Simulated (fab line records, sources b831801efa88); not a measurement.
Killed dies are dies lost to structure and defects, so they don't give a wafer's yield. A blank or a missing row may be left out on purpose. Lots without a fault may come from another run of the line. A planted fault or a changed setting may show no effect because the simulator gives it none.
fab line records | flow sky130
record lots=6 wafers=18 last_day=49
route steps=708 shown VIA2@525 METAL3@532 CAPM@537 PAD_OPEN@708
lots that met no fault: from a run of the same line without faults
start_h: hours from the record's first day to the start of the lot's first wafer shown | wait_h: hours since the lot's step before | " the same as in the row above | L1.1+2: a row that stands for several wafers | - no value, or no start given | * or withheld: withheld | < > ~ a bound
route shown NAME@n: a module of which the file shows steps, and the number in the route of the first | usual: mean/standard deviation of fault-free wafers | same: alike in all rows | chamber/n: place in a boat | sites: the reading at each site | _std_site: their standard deviation | _edge_site: outer sites' mean less inner sites' | radius_mm: how far each site lies from the wafer's centre | mask NAME#n: copy n | behind: the tool/chamber that last shaped the wafer | hold: why the lot was held/for how many hours/how that ended | device: the transistor (n, p or np) that didn't switch | end of line: the same wafers' tests at the end of the route | a step without rows: its recipe alone | killed: dies lost to structure and defects at the first sort, not the wafer's yield | map: a wafer's dies, x killed, . not, _ none there
set.NAME: the setting as run; set.NAME@STEP: as run at that earlier step | model.NAME: the simulator's own value behind a step, which no gauge read
lots at some steps of the route; a table a step, a row a wafer
services: from which hour (start_h, from the record's first day; less than 0 if before it) a tool's chamber was out of use, for how many hours, and why
## steps
# step SKY_VIA2_CLEAN_18
# recipe chemistry=IPA time_s=180 temp_c=25
# step SKY_VIA2_CLEAN_19
# recipe chemistry=O3/DIW dry=n2_spin
# step SKY_VIA2_SPUTTER_20
# recipe material=TiN target_thk_nm=20 chamber_pressure_pa=5 power_w=4000 time_s=80
# step SKY_VIA2_CVD_21
# recipe material=W target_thk_nm=420 time_s=126.4 temp_c=400 pressure_torr=40
# usual heater_power_w=784/48
# columns lot.wafer tool chamber start_h wait_h heater_power_w
L789.4 cvd_w-02 0 840.09 0.1 861
L789.5 " 0 " " 858
L789.6 " 1 " " 875
L792.2 cvd_w-01 1 876.05 0.0 760
L792.5 " 0 " " 711
L792.6 " 1 " " 775
L793.1 cvd_w-02 1 877.59 0.0 874
L793.2 " 0 " " 848
L793.4 " 0 " " 853
L794.2 cvd_w-02 0 883.34 0.0 851
L794.5 " 0 " " 871
L794.6 " 1 " " 867
L796.3 cvd_w-02 0 928.35 0.1 794
L796.5 " 0 " " 789
L796.6 " 1 " " 789
L805.1 cvd_w-01 1 974.34 0.0 773
L805.3 " 0 " " 715
L805.4 " 1 " " 758
# step SKY_VIA2_RS_MEAS_22
# recipe thk_meas_gauge=four-point-probe reads=W_of_VIA2_CVD_21+TiN_of_VIA2_SPUTTER_20
# usual VIA2_W_RS=0.2719/0.0026
# columns lot.wafer tool chamber start_h wait_h VIA2_W_RS[ohm/sq]
L789.4 film_metro-01 - 840.24 0.1 0.2701
L789.5 " - " " 0.2702
L789.6 " - " " 0.2680
L792.2 film_metro-01 - 876.20 0.1 0.2754
L792.5 " - " " 0.2738
L792.6 " - " " 0.2747
L793.1 film_metro-01 - 877.72 0.1 0.2729
L793.2 " - " " 0.2714
L793.4 " - " " 0.2694
L794.2 film_metro-03 - 883.49 0.1 0.2723
L794.5 " - " " 0.2720
L794.6 " - " " 0.2729
L796.3 film_metro-02 - 928.47 0.1 0.2672
L796.5 " - " " 0.2659
L796.6 " - " " 0.2717
L805.1 film_metro-02 - 974.47 0.1 0.2720
L805.3 " - " " 0.2743
L805.4 " - " " 0.2745
# step SKY_VIA2_THK_MEAS_23
# recipe thk_meas_gauge=xrf reads=W_of_VIA2_CVD_21
# usual VIA2_W_THK=417/7.5
# columns lot.wafer tool chamber start_h wait_h VIA2_W_THK[nm]
L789.4 film_metro-01 - 840.33 0.1 416
L789.5 " - " " 410
L789.6 " - " " 415
L792.2 film_metro-01 - 876.31 0.1 409
L792.5 " - " " 416
L792.6 " - " " 410
L793.1 film_metro-01 - 877.84 0.1 414
L793.2 " - " " 418
L793.4 " - " " 419
L794.2 film_metro-03 - 883.60 0.1 412
L794.5 " - " " 413
L794.6 " - " " 411
L796.3 film_metro-02 - 928.57 0.1 428
L796.5 " - " " 434
L796.6 " - " " 423
L805.1 film_metro-02 - 974.59 0.1 429
L805.3 " - " " 423
L805.4 " - " " 420
# step SKY_VIA2_CMP_24
# recipe stop_on=SiO2 t_overpolish_s=20 down_force_psi=3.5 platen_rpm=60 target_thk_nm=0 pad_velocity_m_s=0.94248
# usual motor_current_A=11.2/0.67 overpolish_run_s=20.000/0.0094 time_to_endpoint_s=101/3.3
# columns lot.wafer tool chamber start_h wait_h motor_current_A overpolish_run_s time_to_endpoint_s
L789.4 cmp-02 1 840.41 0.1 12.4 20.006 108
L789.6 " 0 " " 11.4 19.988 106
L789.5 " 1 " " 11.8 20.009 109
L792.2 cmp-01 2 876.46 0.1 10.4 20.000 104
L792.5 " 0 " " 11.8 20.010 101
L792.6 " 1 " " 11.8 20.008 101
L793.4 cmp-02 3 877.90 0.0 9.8 20.002 99
L793.1 " 0 " " 11.5 20.000 98
L793.2 " 2 " " 10.8 20.009 98
L794.2 cmp-01 2 883.65 0.0 10.7 20.011 106
L794.5 " 2 " " 11.1 19.997 109
L794.6 " 3 " " 11.5 20.009 104
L796.3 cmp-01 2 928.71 0.1 11.1 20.012 106
L796.5 " 0 " " 11.0 19.993 103
L796.6 " 1 " " 11.6 20.001 104
L805.3 cmp-01 2 974.70 0.1 10.6 19.989 102
L805.1 " 3 " " 11.5 20.005 99
L805.4 " 0 " " 12.1 19.987 94
# step SKY_METAL3_SPUTTER_00
# recipe material=Ti target_thk_nm=15 power_w=3063 time_s=10 chamber_pressure_pa=0.4
# step SKY_METAL3_SPUTTER_01
# recipe material=TiN target_thk_nm=20 power_w=6500 time_s=16.7 chamber_pressure_pa=0.4
# step SKY_METAL3_SPUTTER_02
# recipe material=AlCu target_thk_nm=735 power_w=10600 time_s=39.1 chamber_pressure_pa=0.4
# usual throttle_valve_pct=30.4/0.87
# columns lot.wafer tool chamber start_h wait_h throttle_valve_pct
L789.4 pvd_sputter-03 - 840.71 0.0 29.5
L789.5 " - " " 31.5
L789.6 " - " " 31.5
L792.2 pvd_sputter-02 - 876.71 0.0 29.6
L792.5 " - " " 30.7
L792.6 " - " " 29.1
L793.1 pvd_sputter-02 - 878.25 0.0 29.7
L793.2 " - " " 30.5
L793.4 " - " " 29.1
L794.2 pvd_sputter-03 - 884.00 0.0 31.2
L794.5 " - " " 31.1
L794.6 " - " " 29.9
L796.3 pvd_sputter-01 - 928.96 0.0 30.1
L796.5 " - " " 29.6
L796.6 " - " " 30.0
L805.1 pvd_sputter-03 - 975.00 0.0 30.1
L805.3 " - " " 30.9
L805.4 " - " " 31.5
# step SKY_METAL3_SPUTTER_03
# recipe material=Ti target_thk_nm=5 power_w=3000 time_s=3.3 chamber_pressure_pa=0.4
# usual throttle_valve_pct=30.4/0.85
# columns lot.wafer tool chamber start_h wait_h throttle_valve_pct
L789.4 pvd_sputter-03 - 840.75 0.0 29.8
L789.5 " - " " 31.7
L789.6 " - " " 31.6
L792.2 pvd_sputter-02 - 876.75 0.0 29.5
L792.5 " - " " 30.4
L792.6 " - " " 29.3
L793.1 pvd_sputter-02 - 878.29 0.0 30.1
L793.2 " - " " 30.3
L793.4 " - " " 29.3
L794.2 pvd_sputter-03 - 884.04 0.0 31.0
L794.5 " - " " 30.9
L794.6 " - " " 30.0
L796.3 pvd_sputter-01 - 929.00 0.0 29.7
L796.5 " - " " 29.1
L796.6 " - " " 29.9
L805.1 pvd_sputter-03 - 975.04 0.0 30.0
L805.3 " - " " 30.8
L805.4 " - " " 31.4
# step SKY_METAL3_SPUTTER_04
# recipe material=TiN target_thk_nm=70 power_w=6500 time_s=58.3 chamber_pressure_pa=0.4
# step SKY_CAPM_CVD_00
# recipe material=SiO2 target_thk_nm=15.5 temp_c=400 time_s=withheld rf_w=450
# usual heater_power_w=695/110
# columns lot.wafer tool chamber start_h wait_h heater_power_w model.SiO2_of_CAPM_CVD_00.thk_nm
L789.4 pecvd-03 2 840.83 0.0 558 15.49
L789.5 " 0 " " 792 15.68
L789.6 " 2 " " 572 15.48
L792.2 pecvd-04 1 876.82 0.0 655 15.6
L792.5 " 0 " " 681 16.05
L792.6 " 2 " " 779 15.75
L793.1 pecvd-03 0 878.35 0.0 769 13.03
L793.2 " 2 " " 566 15.02
L793.4 " 1 " " 836 15.29
L794.2 pecvd-03 2 884.10 0.0 529 15.54
L794.5 " 0 " " 840 13.59
L794.6 " 2 " " 544 15.72
L796.3 pecvd-02 1 929.08 0.0 641 15.14
L796.5 " 2 " " 541 15.5
L796.6 " 1 " " 633 15.36
L805.1 pecvd-02 0 975.10 0.0 717 15.65
L805.3 " 2 " " 603 15.59
L805.4 " 0 " " 725 16
# step SKY_CAPM_THK_MEAS_01
# recipe reads=SiO2_of_CAPM_CVD_00
# usual CAPM_CVD_00_THK=15.50/0.23
# columns lot.wafer tool chamber start_h wait_h CAPM_CVD_00_THK[nm]
L789.4 film_metro-04 - 840.88 - 15.52
L789.5 " - " " 15.71
L789.6 " - " " 15.45
L792.2 film_metro-03 - 876.85 - 15.60
L792.5 " - " " 16.06
L792.6 " - " " 15.80
L793.1 film_metro-03 - 878.38 - 13.01
L793.2 " - " " 15.04
L793.4 " - " " 15.32
L794.2 film_metro-03 - 884.14 - 15.52
L794.5 " - " " 13.61
L794.6 " - " " 15.70
L796.3 film_metro-03 - 929.12 - 15.19
L796.5 " - " " 15.51
L796.6 " - " " 15.35
L805.1 film_metro-01 - 975.13 - 15.65
L805.3 " - " " 15.65
L805.4 " - " " 16.02
# step SKY_CAPM_SPUTTER_02
# recipe material=TiN target_thk_nm=200 temp_c=300 power_w=6500 time_s=166.7 chamber_pressure_pa=0.4
# usual substrate_temp_c=300.01/0.2 throttle_valve_pct=29.9/0.53
# columns lot.wafer tool chamber start_h wait_h substrate_temp_c throttle_valve_pct
L789.4 pvd_sputter-02 - 840.91 0.0 299.89 30.0
L789.5 " - " " 300.11 29.4
L789.6 " - " " 300.13 29.9
L792.2 pvd_sputter-01 - 876.90 0.0 299.71 29.9
L792.5 " - " " 299.61 29.5
L792.6 " - " " 300.33 30.1
L793.1 pvd_sputter-04 - 878.44 0.1 300.00 30.6
L793.2 " - " " 299.77 30.5
L793.4 " - " " 300.25 30.2
L794.2 pvd_sputter-04 - 884.19 0.0 299.68 30.3
L794.5 " - " " 299.90 29.3
L794.6 " - " " 300.13 30.6
L796.3 pvd_sputter-04 - 929.16 0.0 299.56 30.7
L796.5 " - " " 300.25 30.5
L796.6 " - " " 300.34 29.5
L805.1 pvd_sputter-02 - 975.19 0.1 300.10 30.1
L805.3 " - " " 300.27 29.3
L805.4 " - " " 299.93 30.6
# step SKY_CAPM_RS_MEAS_03
# recipe thk_meas_gauge=four-point-probe reads=TiN_of_CAPM_SPUTTER_02
# usual CAPM_TIN_RS=6.96/0.079
# columns lot.wafer tool chamber start_h wait_h CAPM_TIN_RS[ohm/sq]
L789.4 film_metro-03 - 841.08 0.1 6.91
L789.5 " - " " 6.89
L789.6 " - " " 6.94
L792.2 film_metro-01 - 877.03 0.1 6.99
L792.5 " - " " 6.89
L792.6 " - " " 6.87
L793.1 film_metro-01 - 878.54 0.1 6.84
L793.2 " - " " 6.89
L793.4 " - " " 6.90
L794.2 film_metro-04 - 884.32 0.1 6.99
L794.5 " - " " 6.96
L794.6 " - " " 6.89
L796.3 film_metro-04 - 929.31 0.1 6.96
L796.5 " - " " 6.88
L796.6 " - " " 6.94
L805.1 film_metro-03 - 975.31 0.1 7.03
L805.3 " - " " 7.07
L805.4 " - " " 7.04
# step SKY_CAPM_THK_MEAS_04
# recipe thk_meas_gauge=xrf reads=TiN_of_CAPM_SPUTTER_02
# usual CAPM_TIN_THK=198.3/2.3
# columns lot.wafer tool chamber start_h wait_h CAPM_TIN_THK[nm]
L789.4 film_metro-03 - 841.17 0.1 200.9
L789.5 " - " " 200.4
L789.6 " - " " 200.4
L792.2 film_metro-01 - 877.14 0.1 197.1
L792.5 " - " " 199.9
L792.6 " - " " 199.6
L793.1 film_metro-01 - 878.66 0.1 201.3
L793.2 " - " " 199.2
L793.4 " - " " 199.5
L794.2 film_metro-04 - 884.43 0.1 196.6
L794.5 " - " " 197.6
L794.6 " - " " 199.7
L796.3 film_metro-04 - 929.41 0.1 197.5
L796.5 " - " " 201.0
L796.6 " - " " 199.2
L805.1 film_metro-03 - 975.43 0.1 197.0
L805.3 " - " " 196.4
L805.4 " - " " 197.7
# step SKY_CAPM_DEHYDRATE_05
# recipe temp_c=200 time_s=60
# step SKY_CAPM_HMDS_06
# recipe prime_time_s=60 prime_temp_c=120
# step SKY_CAPM_COAT_07
# recipe resist=NOVOLAK spin_rpm=3000 resist_thk_nm=1140
# step SKY_CAPM_SOFTBAKE_08
# recipe temp_c=90 time_s=60 resist=NOVOLAK
# step SKY_CAPM_EXPOSE_09
# recipe mask_id=CAPM na=0.6 source_shape=conventional sigma_outer=0.6 polarization=unpolarized target_cd_nm=1000 dose_mj=159
# step SKY_CAPM_PEB_10
# recipe temp_c=withheld time_s=* resist=NOVOLAK
# step SKY_CAPM_DEVELOP_11
# recipe resist=NOVOLAK developer=TMAH develop_time_s=60 dev_temp_c=23
# step SKY_CAPM_OVL_MEAS_12
# usual CAPM_OVL=-0.9/1.4
# columns lot.wafer tool chamber start_h wait_h CAPM_OVL[nm]
L789.4 overlay-01 - 866.74 0.1 0.0
L789.5 " - " " -1.6
L789.6 " - " " 0.2
L792.2 overlay-02 - 902.45 0.1 -2.0
L792.5 " - " " -2.5
L792.6 " - " " -1.2
L793.1 overlay-02 - 904.29 0.1 1.3
L793.2 " - " " 0.1
L793.4 " - " " -0.6
L794.2 overlay-02 - 909.67 0.1 -0.2
L794.5 " - " " -1.7
L794.6 " - " " -1.9
L796.3 overlay-01 - 953.49 0.1 -2.0
L796.5 " - " " -1.1
L796.6 " - " " -0.9
L805.1 overlay-02 - 998.46 0.1 0.8
L805.3 " - " " 0.9
L805.4 " - " " 2.1
# step SKY_CAPM_METAL_ETCH_13
# recipe target_depth_nm=220 stop_on=SiO2 chemistry=Cl2/BCl3 target=TiN pressure_mtorr=10 icp_w=900 bias_w=48.5 Cl2_flow_sccm=60 bcl3_flow_sccm=30 time_s=62.9
# step SKY_CAPM_STRIP_14
# recipe chemistry=O2/N2 power_w=1400 pressure_mtorr=1500 platen_temp_c=withheld o2_flow_sccm=3000 n2_flow_sccm=300 overash_fraction=0.5
# step SKY_CAPM_STRIP_15
# recipe chemistry=post_etch_residue_remover time_s=1200 temp_c=72.5
# step SKY_CAPM_CLEAN_16
# recipe chemistry=IPA time_s=180 temp_c=25
# step SKY_CAPM_CLEAN_17
# recipe chemistry=O3/DIW dry=n2_spin
# step SKY_METAL3_DEHYDRATE_05
# recipe temp_c=200 time_s=60
# step SKY_METAL3_HMDS_06
# recipe prime_time_s=60 prime_temp_c=120
# step SKY_METAL3_COAT_07
# recipe resist=BARC temp_c=withheld time_s=withheld spin_rpm=3000 resist_thk_nm=60
# step SKY_METAL3_COAT_08
# recipe resist=KrF-thick spin_rpm=3000 resist_thk_nm=1140
# step SKY_METAL3_SOFTBAKE_09
# recipe temp_c=100 time_s=93.02 resist=KrF-thick
# step SKY_METAL3_EXPOSE_10
# recipe mask_id=MM3 na=0.68 source_shape=annular sigma_inner=0.4 sigma_outer=0.8 target_cd_nm=300 dose_mj=28
# step SKY_METAL3_PEB_11
# recipe peb_temp_c=withheld peb_time_s=withheld resist=KrF-thick
# step SKY_METAL3_DEVELOP_12
# recipe develop_time_s=60 resist=KrF-thick dev_temp_c=21
# step SKY_METAL3_CD_MEAS_13
# recipe target_cd_nm=300
# usual cd_nm=299.9/1.4
# columns lot.wafer tool chamber start_h wait_h cd_nm
L789.4 cd_sem-02 - 893.49 - 300.0
L789.5 " - " " 301.4
L789.6 " - " " 301.9
L792.2 cd_sem-01 - 928.55 - 297.3
L792.5 " - " " 297.8
L792.6 " - " " 298.1
L793.1 cd_sem-01 - 930.24 - 299.7
L793.2 " - " " 300.8
L793.4 " - " " 299.9
L794.2 cd_sem-02 - 935.08 - 299.1
L794.5 " - " " 298.5
L794.6 " - " " 298.1
L796.3 cd_sem-01 - 978.80 - 299.2
L796.5 " - " " 300.7
L796.6 " - " " 299.1
L805.1 cd_sem-01 - 1022.46 - 299.4
L805.3 " - " " 298.8
L805.4 " - " " 298.6
# step SKY_METAL3_OVL_MEAS_14
# usual METAL3_OVL=-3/6.7
# columns lot.wafer tool chamber start_h wait_h METAL3_OVL[nm]
L789.4 overlay-01 - 893.56 0.1 -7
L789.5 " - " " -10
L789.6 " - " " -3
L792.2 overlay-01 - 928.65 0.1 -8
L792.5 " - " " -11
L792.6 " - " " -4
L793.1 overlay-01 - 930.36 0.1 -5
L793.2 " - " " 0
L793.4 " - " " 5
L794.2 overlay-01 - 935.19 0.1 -2
L794.5 " - " " -1
L794.6 " - " " 2
L796.3 overlay-02 - 978.89 0.1 -11
L796.5 " - " " -11
L796.6 " - " " 2
L805.1 overlay-02 - 1022.58 0.1 -12
L805.3 " - " " -10
L805.4 " - " " -7
# step SKY_METAL3_DESCUM_15
# recipe chemistry=O2 source_power_w=150 bias_power_w=0 pressure_mtorr=10 temp_c=40 time_s=8
# step SKY_METAL3_ETCH_16
# recipe chemistry=N2/H2 target=BARC ion_energy_ev=200 bias_w=100 pressure_mtorr=30 n2_flow_sccm=100 h2_flow_sccm=200 icp_w=500 stop_on=SiO2 time_s=88.2 target_depth_a=600
# step SKY_METAL3_ETCH_17
# recipe target=SiO2 stop_on=TiN chemistry=C4F8/O2/Ar source_w=1500 bias_w=1200 pressure_mtorr=40 c4f8_flow_sccm=withheld O2_flow_sccm=6 Ar_flow_sccm=300 time_s=3.9 target_depth_a=150
# usual oes_product_au=0.754/0.007
# columns lot.wafer tool chamber start_h wait_h oes_product_au rf_hours_counter_h model.etch.depth_nm
L789.4 rie_diel-03 2 893.71 0.0 0.749 10 15.49
L789.5 " 2 " " 0.758 - 15.68
L789.6 " 3 " " 0.756 - 15.48
L792.2 rie_diel-03 0 928.81 0.1 0.757 2 15.6
L792.5 " 0 " " 0.768 - 16.05
L792.6 " 1 " " 0.756 - 15.75
L793.1 rie_diel-03 1 930.53 0.1 0.693 17 13.03
L793.2 " 0 " " 0.737 2 15.02
L793.4 " 3 " " 0.752 21 15.29
L794.2 rie_diel-04 0 935.35 0.1 0.767 25 15.54
L794.5 " 1 " " 0.707 - 13.59
L794.6 " 0 " " 0.759 - 15.72
L796.3 rie_diel-03 2 979.05 0.0 0.745 13 15.14
L796.5 " 1 " " 0.750 - 15.5
L796.6 " 0 " " 0.746 - 15.36
L805.1 rie_diel-04 0 1022.75 0.1 0.758 1 15.65
L805.3 " 3 " " 0.757 12 15.59
L805.4 " 1 " " 0.767 6 16
# step SKY_PAD_OPEN_PROBE_99
# usual defect_limited_yield=82.3/1.9 killed_at_M0_to_M3=44/7 killed_at_M4_up=3.0/2 killed_at_contacts=24/5.3 killed_at_front_end=15/4 killed_at_other=0.2/0.41 killed_dies=87/9.1 killed_open=49/7.3 killed_short=38/5.9 sort_bin_3_pad_short=0.9/0.42 sort_bin_5_function=10.4/1.5 sort_bin_6_memory=6.5/1.2 sort_n_pass=405/9.1 sort_yield_pct=82.3/1.9
# same gross_dies=492 killed_at_back_side=0 sort_bin_4_leakage[%]=0 sort_bin_8_speed[%]=0
# columns lot.wafer tool chamber start_h wait_h defect_limited_yield[%] killed_at_M0_to_M3 killed_at_M4_up killed_at_contacts killed_at_front_end killed_at_other killed_dies killed_open killed_short sort_bin_3_pad_short[%] sort_bin_5_function[%] sort_bin_6_memory[%] sort_n_pass sort_yield_pct[%] model.etest.cap_mim.bv_v model.etest.cap_mim.leak_log10_a_cm2 model.etest.cap_mim.c_ff_um2
L789.4 prober-01 - 1069.10 0.2 79.9 47 0 30 22 0 99 53 46 1.0 13.2 5.9 393 79.9 14.14 -9.086 2.333
L789.5 prober-01 - 1069.15 0.2 83.1 47 3 18 15 0 83 45 38 0.2 10.4 6.3 409 83.1 13.72 -9.042 2.285
L789.6 prober-01 - 1069.20 0.2 80.9 39 0 35 20 0 94 62 32 0.6 10.2 8.3 398 80.9 13.96 -8.976 2.338
L792.2 prober-02 - 1097.32 0.1 83.7 44 4 23 9 0 80 49 31 0.4 10.6 5.3 412 83.7 14.14 -8.933 2.317
L792.5 prober-02 - 1097.47 0.2 81.3 45 1 28 18 0 92 55 37 0.4 10.8 7.5 400 81.3 14.14 -9.198 2.267
L792.6 prober-02 - 1097.52 0.2 82.1 42 5 24 17 0 88 55 33 0.8 12.0 5.1 404 82.1 14.11 -9.226 2.297
L793.1 prober-01 - 1098.79 0.1 81.9 43 4 23 19 0 89 50 39 1.2 8.7 8.1 403 81.9 12.02 -8.084 2.78
L793.2 prober-01 - 1098.84 0.1 82.7 40 4 22 17 2 85 47 38 0.6 10.4 6.3 407 82.7 13.77 -8.869 2.405
L793.4 prober-01 - 1098.94 0.2 81.7 52 7 17 14 0 90 49 41 1.2 9.8 7.3 402 81.7 14.05 -8.905 2.375
L794.2 prober-02 - 1102.94 0.1 83.3 47 1 20 14 0 82 47 35 1.2 9.3 6.1 410 83.3 13.83 -9.049 2.334
L794.5 prober-02 - 1103.09 0.2 79.5 50 2 24 25 0 101 64 37 0.8 11.6 8.1 391 79.5 12.34 -8.434 2.686
L794.6 prober-02 - 1103.14 0.2 80.1 53 3 26 16 0 98 62 36 1.4 12.0 6.5 394 80.1 14.17 -8.987 2.3
L796.3 prober-02 - 1138.07 0.2 84.3 34 2 24 17 0 77 45 32 0.6 10.4 4.7 415 84.3 13.62 -8.913 2.378
L796.5 prober-02 - 1138.17 0.2 82.1 44 3 31 10 0 88 44 44 1.0 11.4 5.5 404 82.1 14.36 -9.148 2.325
L796.6 prober-02 - 1138.22 0.2 81.9 38 2 28 21 0 89 61 28 0.2 10.4 7.5 403 81.9 13.96 -8.93 2.372
L805.1 prober-01 - 1172.30 0.1 81.7 43 6 20 21 0 90 46 44 1.8 11.4 5.1 402 81.7 13.74 -9.058 2.306
L805.3 prober-01 - 1172.40 0.2 82.9 38 4 25 17 0 84 44 40 1.2 10.0 5.9 408 82.9 14.21 -9.141 2.32
L805.4 prober-01 - 1172.45 0.2 83.9 35 2 26 16 0 79 41 38 1.0 10.6 4.5 413 83.9 14.79 -8.974 2.249
# killed by level:class
L789.4 CONTACT:geometric_particle:short=10 VIA1:geometric_particle:open=9 LI_CONTACT:geometric_particle:open=9 VIA3:geometric_particle:open=9 LOCAL_INTERCONNECT:geometric_particle:short=6 METAL1:geometric_particle:short=6 POLY_GATE:geometric_particle:short=5 POLY_GATE:geometric_particle:open=5
L789.5 VIA1:geometric_particle:open=12 METAL1:geometric_particle:short=8 VIA2:geometric_particle:open=6 CONTACT:geometric_particle:open=5 POLY_GATE:geometric_particle:open=4 POLY_GATE:geometric_particle:short=4 LI_CONTACT:geometric_particle:open=4 CONTACT:geometric_particle:short=4
L789.6 VIA1:geometric_particle:open=16 CONTACT:geometric_particle:open=12 LI_CONTACT:geometric_particle:open=9 POLY_GATE:geometric_particle:open=7 CONTACT:geometric_particle:short=6 FIELD_ISO:geometric_particle:short=5 LOCAL_INTERCONNECT:geometric_particle:short=5 VIA2:geometric_particle:open=5
L792.2 VIA1:geometric_particle:open=13 VIA2:geometric_particle:open=9 CONTACT:geometric_particle:open=8 LI_CONTACT:geometric_particle:open=6 POLY_GATE:geometric_particle:open=5 VIA3:geometric_particle:open=5 METAL1:geometric_particle:short=5 METAL2:geometric_particle:short=4
L792.5 LI_CONTACT:geometric_particle:open=11 CONTACT:geometric_particle:open=10 VIA3:geometric_particle:open=10 METAL3:geometric_particle:short=8 VIA1:geometric_particle:open=7 LOCAL_INTERCONNECT:geometric_particle:short=6 VIA2:geometric_particle:open=6 FIELD_ISO:geometric_particle:short=5
L792.6 VIA1:geometric_particle:open=10 VIA2:geometric_particle:open=8 VIA3:geometric_particle:open=8 FIELD_ISO:geometric_particle:open=7 LI_CONTACT:geometric_particle:open=7 CONTACT:geometric_particle:open=7 FIELD_ISO:geometric_particle:short=5 CONTACT:geometric_particle:short=5
L793.1 VIA1:geometric_particle:open=9 VIA3:geometric_particle:open=9 CONTACT:geometric_particle:open=8 POLY_GATE:geometric_particle:open=6 LI_CONTACT:geometric_particle:open=5 CONTACT:geometric_particle:short=5 VIA1:geometric_particle:short=5 METAL2:geometric_particle:short=5
L793.2 LI_CONTACT:geometric_particle:open=10 VIA1:geometric_particle:open=8 METAL2:geometric_particle:short=7 POLY_GATE:geometric_particle:open=5 VIA2:geometric_particle:short=5 SPACER:geometric_particle:open=5 METAL1:geometric_particle:short=5 CONTACT:geometric_particle:open=4
L793.4 VIA1:geometric_particle:open=13 VIA1:geometric_particle:short=8 VIA2:geometric_particle:open=8 VIA3:geometric_particle:open=7 POLY_GATE:geometric_particle:open=6 METAL4:geometric_particle:short=6 LI_CONTACT:geometric_particle:open=5 METAL2:geometric_particle:short=4
L794.2 VIA1:geometric_particle:open=14 LI_CONTACT:geometric_particle:open=9 FIELD_ISO:geometric_particle:short=8 METAL1:geometric_particle:short=8 CONTACT:geometric_particle:open=6 VIA2:geometric_particle:open=6 METAL2:geometric_particle:short=4 VIA3:geometric_particle:open=4
L794.5 VIA1:geometric_particle:open=19 FIELD_ISO:geometric_particle:open=11 LI_CONTACT:geometric_particle:open=10 METAL1:geometric_particle:short=8 CONTACT:geometric_particle:open=8 FIELD_ISO:geometric_particle:short=6 VIA3:geometric_particle:open=6 VIA1:geometric_particle:short=5
L794.6 VIA1:geometric_particle:open=17 CONTACT:geometric_particle:open=11 VIA1:geometric_particle:short=11 LI_CONTACT:geometric_particle:open=8 VIA3:geometric_particle:open=7 VIA2:geometric_particle:open=6 METAL2:geometric_particle:short=5 POLY_GATE:geometric_particle:open=5
L796.3 VIA1:geometric_particle:open=14 CONTACT:geometric_particle:open=11 CONTACT:geometric_particle:short=8 POLY_GATE:geometric_particle:open=6 POLY_GATE:geometric_particle:short=5 METAL2:geometric_particle:short=4 VIA2:geometric_particle:open=4 LOCAL_INTERCONNECT:geometric_particle:short=3
L796.5 CONTACT:geometric_particle:open=14 VIA1:geometric_particle:open=9 LI_CONTACT:geometric_particle:short=6 VIA1:geometric_particle:short=6 LI_CONTACT:geometric_particle:open=5 VIA3:geometric_particle:short=5 METAL2:geometric_particle:short=5 VIA3:geometric_particle:open=5
L796.6 CONTACT:geometric_particle:open=16 VIA1:geometric_particle:open=11 FIELD_ISO:geometric_particle:open=8 LI_CONTACT:geometric_particle:open=6 VIA3:geometric_particle:open=5 VIA2:geometric_particle:open=5 POLY_GATE:geometric_particle:open=4 POLY_GATE:geometric_particle:short=4
L805.1 VIA1:geometric_particle:open=12 FIELD_ISO:geometric_particle:short=7 VIA1:geometric_particle:short=7 CONTACT:geometric_particle:open=6 METAL1:geometric_particle:short=6 LI_CONTACT:geometric_particle:open=5 METAL2:geometric_particle:short=4 VIA3:geometric_particle:open=4
L805.3 VIA1:geometric_particle:open=13 CONTACT:geometric_particle:open=8 LOCAL_INTERCONNECT:geometric_particle:short=6 LI_CONTACT:geometric_particle:open=5 CONTACT:geometric_particle:short=5 VIA2:geometric_particle:open=5 VIA3:geometric_particle:open=5 FIELD_ISO:geometric_particle:short=4
L805.4 CONTACT:geometric_particle:open=8 VIA2:geometric_particle:open=8 LI_CONTACT:geometric_particle:open=7 POLY_GATE:geometric_particle:short=6 LOCAL_INTERCONNECT:geometric_particle:short=6 METAL1:geometric_particle:short=6 VIA1:geometric_particle:open=5 METAL2:geometric_particle:short=5
## services
# columns tool chamber start_h hours kind
pecvd-03 - 852.92 5.5 pm
cmp-01 - 853.68 3.3 pm
cmp-01 - 860.65 6.3 pm
rie_diel-03 1 862.77 4.6 repair
cmp-02 - 879.73 0.8 repair
cmp-01 - 882.39 0.9 repair
cvd_w-02 1 886.22 12.4 repair
cvd_w-01 1 888.12 3.9 repair
cmp-01 - 898.01 2.7 repair
cmp-02 - 901.43 6.6 pm
cvd_w-02 - 904.00 14.0 pm
rie_diel-04 1 905.56 2.4 repair
pecvd-03 1 911.22 5.5 repair
cmp-01 - 912.44 4.0 pm
rie_diel-03 1 921.89 4.5 repair
cvd_w-02 - 922.21 0.6 repair
cvd_w-02 0 950.92 2.2 repair
pvd_sputter-01 - 966.88 3.4 repair
pecvd-03 0 972.26 6.8 repair
pvd_sputter-02 - 977.37 25.9 repair
pecvd-03 2 978.96 6.5 repair
pvd_sputter-02 - 996.68 1.4 repair
cmp-01 - 997.70 12.5 pm
pvd_sputter-02 - 1012.48 5.0 repair
## key
first_sign step=SKY_CAPM_THK_MEAS_01 reading=CAPM_CVD_00_THK direction=down sigmas=9.6 usual=15.50 struck=13.31
effect step=SKY_METAL3_ETCH_17 reading=oes_product_au direction=down sigmas=7.8 usual=0.754 struck=0.700
model_effect step=SKY_CAPM_CVD_00 value=SiO2_of_CAPM_CVD_00.thk_nm without=15.24 struck=13.31
model_effect step=SKY_METAL3_ETCH_17 value=etch.depth_nm without=15.24 struck=13.31
model_effect step=SKY_PAD_OPEN_PROBE_99 value=etest.cap_mim.bv_v without=13.95 struck=12.18
met_at SKY_CAPM_CVD_00
struck_wafers L793.1,L794.5
onset_between 840.83 878.35
fault kind=process_parameter_drift tool=pecvd-03 chamber=0 onset_h=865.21 steps=SKY_CAPM_CVD_00 channel=time_s offset=withheld shape=step end_h=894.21 acts_in=*
